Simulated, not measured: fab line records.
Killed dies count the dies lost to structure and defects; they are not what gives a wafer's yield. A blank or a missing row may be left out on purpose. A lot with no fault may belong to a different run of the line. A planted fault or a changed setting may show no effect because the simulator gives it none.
What tool caused it? | flow sky130 | 11 lots, 33 wafers sampled, at 3 steps of a route of 708

== WHAT EACH GAUGE READ, for each wafer ==
SKY_SD_N_CD_MEAS_07: target cd 380 nm.
lot  | measured     | on       | cdNm (nm)
L448 | day 28 13:19 | cdSem-02 | 380.9 378.9 379.0
L451 | day 29 02:33 | cdSem-02 | 380.9 382.9 380.6
L454 | day 30 05:37 | cdSem-01 | 385.1 382.2 382.5
L455 | day 30 16:28 | cdSem-01 | 384.5 382.8 384.2
L456 | day 30 19:46 | cdSem-02 | 375.9 378.4 378.2
L457 | day 31 18:30 | cdSem-02 | 380.3 382.7 381.7
L458 | day 31 20:04 | cdSem-01 | 381.0 381.0 378.8
L459 | day 32 01:37 | cdSem-01 | 372.8 371.4 372.9 372.5 371.6 373.4
L462 | day 32 22:35 | cdSem-02 | 371.4 371.3 371.6 371.5 370.6 371.4
L471 | day 35 20:07 | cdSem-01 | 383.5 381.4 381.2
L470 | day 35 23:05 | cdSem-02 | 378.2 379.3 378.9

== EACH LOT AND THE TOOL THAT RAN IT (in order: tool; ch and the chambers of the sampled wafers; start) ==
lot  | SKY_LDD_HVP_STRIP_09                | SKY_SD_N_COAT_02
L448 | plasmaAsher-01 ch 0,1, day 22 06:34 | lithoTrack-03 ch 0, day 27 22:46
L451 | plasmaAsher-01 ch 0,1, day 22 20:40 | lithoTrack-04 ch 0, day 28 12:34
L454 | plasmaAsher-02 ch 0,1, day 24 01:41 | lithoTrack-02 ch 0, day 29 15:24
L455 | plasmaAsher-04 ch 0,1, day 24 12:29 | lithoTrack-03 ch 0, day 30 01:31
L456 | plasmaAsher-04 ch 0,1, day 24 16:28 | lithoTrack-02 ch 0, day 30 05:29
L457 | plasmaAsher-02 ch 0, day 25 17:41   | lithoTrack-03 ch 0, day 31 04:01
L458 | plasmaAsher-04 ch 0,1, day 25 18:31 | lithoTrack-03 ch 0, day 31 05:31
L459 | plasmaAsher-02 ch 0,1, day 26 00:46 | lithoTrack-03 ch 0, day 31 11:46
L462 | plasmaAsher-01 ch 0,1, day 26 23:37 | lithoTrack-03 ch 0, day 32 07:54
L471 | plasmaAsher-04 ch 0,1, day 30 00:16 | lithoTrack-03 ch 0, day 35 07:28
L470 | plasmaAsher-01 ch 0,1, day 30 02:25 | lithoTrack-02 ch 0, day 35 10:08
- SKY_LDD_HVP_STRIP_09: strips in O2/N2.
- SKY_SD_N_COAT_02: resist thk 1140 nm.

== THE ANSWER, worked out from the rows above alone ==
Rule: the lots themselves supply what counts as usual. Put in order of their means at a reading, lots are off if they are a third of the lots or fewer, leave a main group of 4 or more, and stand apart from it by a gap of 3 or more times the standard deviation of the main group's means; of several such gaps the widest counts. Not used: any main group whose means are identical at the precision the tables above print for the reading. A lot without any number at a reading at which 4 lots or more have one is off too. Where the step has rows for the other lots, those lots are counted as sound.
Nothing can be told from this: no lot is off at any reading shown.

== WHAT THE SIMULATOR PUT IN ==
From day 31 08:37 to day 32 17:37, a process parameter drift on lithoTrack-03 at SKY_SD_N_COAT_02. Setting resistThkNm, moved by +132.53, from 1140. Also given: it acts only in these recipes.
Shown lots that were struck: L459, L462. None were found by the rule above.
